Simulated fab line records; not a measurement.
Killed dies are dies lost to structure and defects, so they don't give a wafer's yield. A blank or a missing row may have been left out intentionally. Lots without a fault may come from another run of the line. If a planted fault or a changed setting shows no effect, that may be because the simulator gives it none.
Which tool was responsible? + flow sky130 + 33 wafers from 11 lots sampled at 6 of the route's 708 steps

## WHAT EACH GAUGE READ, for each wafer
SKY_LDD_HVN_OVL_MEAS_07. Usual: for LDD_HVN_OVL the level is -1.1 nm and the standard deviation is 1.4.
| lot  | measured     | on         | LDD_HVN_OVL (nm) | flag |
|------|--------------|------------|------------------|------|
| L671 | day 20 16:45 | overlay-02 | -2.4 -3.0 -2.8   |      |
| L672 | day 20 20:52 | overlay-02 | 1.2 -0.9 -0.9    |      |
| L673 | day 21 04:50 | overlay-02 | 1.2 1.6 1.8      |      |
| L675 | day 22 03:18 | overlay-01 | -1.4 -2.4 0.1    |      |
| L677 | day 22 23:22 | overlay-02 | 0.7 0.8 -0.2     |      |
| L686 | day 25 23:53 | overlay-02 | -2.4 -0.3 -0.3   |      |
| L687 | day 26 08:22 | overlay-02 | -1.5 -2.4 -2.3   |      |
| L688 | day 26 16:07 | overlay-02 | -0.2 -1.0 -1.1   |      |
| L689 | day 26 21:57 | overlay-02 | -1.9 -1.1 -1.6   |      |
| L691 | day 27 14:21 | overlay-01 | -0.7 -0.3 -3.1   |      |
| L693 | day 28 02:32 | overlay-01 | 1.1 1.5 2.3      |      |

SKY_POLY_CUT_CD_MEAS_08: target cd 270 nm. Usual: cd-nm reads 269.8 nm (standard deviation 1.6).
| lot  | measured     | on        | cd-nm (nm)        | flag |
|------|--------------|-----------|-------------------|------|
| L671 | day 24 12:22 | cd-sem-02 | 268.1 269.7 269.1 |      |
| L672 | day 24 16:50 | cd-sem-01 | 268.3 268.5 269.5 |      |
| L673 | day 25 00:32 | cd-sem-01 | 269.5 268.7 269.2 |      |
| L675 | day 25 22:14 | cd-sem-01 | 268.6 267.7 268.7 |      |
| L677 | day 26 18:31 | cd-sem-02 | 268.3 267.0 267.1 |      |
| L686 | day 29 14:54 | cd-sem-01 | 268.9 270.6 270.0 |      |
| L687 | day 29 23:55 | cd-sem-01 | 270.8 269.5 270.2 |      |
| L688 | day 30 11:36 | cd-sem-01 | 271.2 271.6 272.0 |      |
| L689 | day 30 13:57 | cd-sem-01 | 270.7 271.5 270.0 |      |
| L691 | day 31 06:06 | cd-sem-02 | 269.0 268.6 269.7 |      |
| L693 | day 31 16:19 | cd-sem-01 | 270.7 270.5 272.0 |      |

SKY_SD_N_RS_MEAS_16: a four-point-probe measurement. Usual: for SD_N_RS the level is 68.60 ohm/sq and the standard deviation is 0.11.
| lot  | measured     | on            | SD_N_RS (ohm/sq)                    | flag |
|------|--------------|---------------|-------------------------------------|------|
| L671 | day 28 04:36 | film-metro-01 | 68.58 68.62 68.51                   |      |
| L672 | day 28 07:58 | film-metro-04 | 68.49 68.43 68.71                   |      |
| L673 | day 28 14:52 | film-metro-04 | 68.64 68.47 68.65                   |      |
| L675 | day 29 12:49 | film-metro-04 | 68.51 68.47 68.46                   |      |
| L677 | day 30 08:55 | film-metro-04 | 68.60 68.43 68.54                   |      |
| L686 | day 33 03:44 | film-metro-02 | 70.83 70.72 70.94 70.76 70.87 70.82 | OFF  |
| L687 | day 33 09:33 | film-metro-04 | 68.72 68.47 68.76                   |      |
| L688 | day 33 22:01 | film-metro-04 | 70.86 70.76 70.75 70.81 70.88 70.90 | OFF  |
| L689 | day 34 01:22 | film-metro-04 | 68.68 68.54 68.49                   |      |
| L691 | day 34 15:47 | film-metro-04 | 68.52 68.46 68.49                   |      |
| L693 | day 35 00:24 | film-metro-04 | 68.75 68.61 68.59                   |      |

SKY_SD_N_RS_MEAS_17: a four-point-probe measurement. Usual: for SD_P_RS the level is 147.1 ohm/sq and the standard deviation is 0.37.
| lot  | measured     | on            | SD_P_RS (ohm/sq)                    | flag |
|------|--------------|---------------|-------------------------------------|------|
| L671 | day 28 04:43 | film-metro-01 | 147.3 146.7 146.8                   |      |
| L672 | day 28 08:05 | film-metro-04 | 147.2 147.2 147.0                   |      |
| L673 | day 28 14:59 | film-metro-04 | 146.6 146.5 146.9                   |      |
| L675 | day 29 12:56 | film-metro-04 | 147.0 147.2 146.7                   |      |
| L677 | day 30 09:02 | film-metro-04 | 146.8 146.7 147.0                   |      |
| L686 | day 33 12:17 | film-metro-02 | 160.0 159.9 160.1 159.3 159.9 159.9 | OFF  |
| L687 | day 33 09:40 | film-metro-04 | 147.2 147.3 147.4                   |      |
| L688 | day 34 01:44 | film-metro-04 | 159.4 159.5 158.8 159.6 159.4 159.1 | OFF  |
| L689 | day 34 01:29 | film-metro-04 | 147.4 147.8 147.1                   |      |
| L691 | day 34 15:55 | film-metro-04 | 147.1 146.3 147.0                   |      |
| L693 | day 35 00:31 | film-metro-04 | 147.3 147.2 147.6                   |      |

## WHAT TOOL EACH LOT RAN ON (gives the tool, then ch and the chambers of the sampled wafers, and finally the start)
| lot  | SKY_LDD_HVN_STRIP_09                 | SKY_SD_N_RTA_14                  |
|------|--------------------------------------|----------------------------------|
| L671 | plasma-asher-02 ch 1, day 20 16:56   | rtp-anneal-01 ch 0, day 28 04:25 |
| L672 | plasma-asher-01 ch 0,1, day 20 21:04 | rtp-anneal-02 ch 0, day 28 07:46 |
| L673 | plasma-asher-03 ch 0,1, day 21 05:02 | rtp-anneal-01 ch 0, day 28 14:41 |
| L675 | plasma-asher-02 ch 0,1, day 22 03:31 | rtp-anneal-01 ch 0, day 29 12:37 |
| L677 | plasma-asher-02 ch 0,1, day 22 23:32 | rtp-anneal-01 ch 0, day 30 08:44 |
| L686 | plasma-asher-03 ch 0,1, day 26 00:04 | rtp-anneal-01 ch 0, day 33 03:33 |
| L687 | plasma-asher-03 ch 0,1, day 26 08:32 | rtp-anneal-02 ch 0, day 33 09:22 |
| L688 | plasma-asher-01 ch 0,1, day 26 16:19 | rtp-anneal-01 ch 0, day 33 21:47 |
| L689 | plasma-asher-03 ch 0,1, day 26 22:08 | rtp-anneal-02 ch 0, day 34 01:11 |
| L691 | plasma-asher-03 ch 0,1, day 27 14:32 | rtp-anneal-02 ch 0, day 34 15:37 |
| L693 | plasma-asher-03 ch 0,1, day 28 02:43 | rtp-anneal-02 ch 0, day 35 00:13 |
- SKY_LDD_HVN_STRIP_09: strips in O2/N2.
- SKY_SD_N_RTA_14: time 2 s.

## WHAT THE TOOLS THEMSELVES READ (means of the sampled wafers that have a number; where no wafer has one, the mark that the record gives instead)
SKY_LDD_HVN_STRIP_09. Usual: chamber-pressure-mTorr 1500.0 mTorr, standard deviation 1.3; drypump-motor-current-A 5.8 A, standard deviation 0.41; oes-product-au 0.408 a.u., standard deviation 0.0044; strip-time-to-endpoint-s 4.136 s, standard deviation 0.014.
| lot  | tool            | chamber-pressure-mTorr (mTorr) | drypump-motor-current-A (A) | oes-product-au (a.u.) | strip-time-to-endpoint-s (s) | flag |
|------|-----------------|--------------------------------|-----------------------------|-----------------------|------------------------------|------|
| L671 | plasma-asher-02 | 1500.4                         | 5.7                         | 0.404                 | 4.126                        |      |
| L672 | plasma-asher-01 | 1500.4                         | 5.8                         | 0.410                 | 4.133                        |      |
| L673 | plasma-asher-03 | 1499.4                         | 5.7                         | 0.408                 | 4.128                        |      |
| L675 | plasma-asher-02 | 1501.0                         | 5.6                         | 0.409                 | 4.137                        |      |
| L677 | plasma-asher-02 | 1499.5                         | 5.5                         | 0.406                 | 4.122                        |      |
| L686 | plasma-asher-03 | 1499.5                         | 5.7                         | 0.410                 | 4.126                        |      |
| L687 | plasma-asher-03 | 1499.9                         | 5.7                         | 0.413                 | 4.126                        |      |
| L688 | plasma-asher-01 | 1500.1                         | 5.8                         | 0.410                 | 4.156                        |      |
| L689 | plasma-asher-03 | 1498.9                         | 5.7                         | 0.408                 | 4.121                        |      |
| L691 | plasma-asher-03 | 1499.7                         | 5.6                         | 0.411                 | 4.146                        |      |
| L693 | plasma-asher-03 | 1499.4                         | 6.0                         | 0.405                 | 4.128                        |      |

SKY_SD_N_RTA_14. Usual: chamber-o2-ppm 1.999, standard deviation 0.021; lamp-power-pct 15.73 %, standard deviation 0.054; wafer_temp_C_max 1078.1, standard deviation 1.4.
| lot  | tool          | chamber-o2-ppm | lamp-power-pct (%) | wafer_temp_C_max | flag |
|------|---------------|----------------|--------------------|------------------|------|
| L671 | rtp-anneal-01 | 2.036          | 15.71              | 1078.9           |      |
| L672 | rtp-anneal-02 | 2.014          | 15.81              | 1077.7           |      |
| L673 | rtp-anneal-01 | 1.996          | 15.74              | 1079.1           |      |
| L675 | rtp-anneal-01 | 1.996          | 15.74              | 1078.5           |      |
| L677 | rtp-anneal-01 | 1.983          | 15.74              | 1078.9           |      |
| L686 | rtp-anneal-01 | 1.951          | 15.22              | 1079.4           | OFF  |
| L687 | rtp-anneal-02 | 2.009          | 15.70              | 1077.6           |      |
| L688 | rtp-anneal-01 | 2.009          | 15.24              | 1078.8           | OFF  |
| L689 | rtp-anneal-02 | 2.009          | 15.77              | 1078.3           |      |
| L691 | rtp-anneal-02 | 1.975          | 15.74              | 1077.1           |      |
| L693 | rtp-anneal-02 | 1.992          | 15.71              | 1079.5           |      |

## THE ANSWER, worked out from the rows above alone
Rule: a lot is off if the mean of its wafers that have a number lies more than 3 standard deviations from the usual mean. A lot without any number at a reading at which 4 lots or more have one is off too. Any other lot the step has rows for is counted as sound. Order of review: gauges by route order, followed by the tools' own readings, for which a lot's mean as printed above is used. The first step at which some lot is off is used, and at that step the reading that is off furthest; a lot without a number counts as furthest.
Off: L686, L688, at SKY_SD_N_RS_MEAS_16 (SD_N_RS).
A tool fits if, at a process step before that reading, it ran every lot that is off, and no sound lot after the first of them. Not tried: the gauges at SKY_SD_N_RS_MEAS_16; whatever is off there is also off at SKY_SD_N_RTA_14, on other tools, and gauge error can't account for it. One fits: rtp-anneal-01 at SKY_SD_N_RTA_14. Its last sound lot is L677 (day 30 08:44), its first lot that is off L686 (day 33 03:33): a fault that began between those two fits.
On the lots that are off, the tool's own readings at SKY_SD_N_RTA_14 differ by more than 5 times the standard deviation of the sound lots' means, which bears it out; lamp-power-pct reads 15.23 % there versus 15.74 % on the sound lots.

## WHAT THE SIMULATOR HAD INSERTED
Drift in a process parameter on rtp-anneal-01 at SKY_SD_N_RTA_14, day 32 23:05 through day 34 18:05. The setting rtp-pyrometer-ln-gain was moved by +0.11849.
Shown lots that were struck: L686, L688. This agrees with what the rule above found.
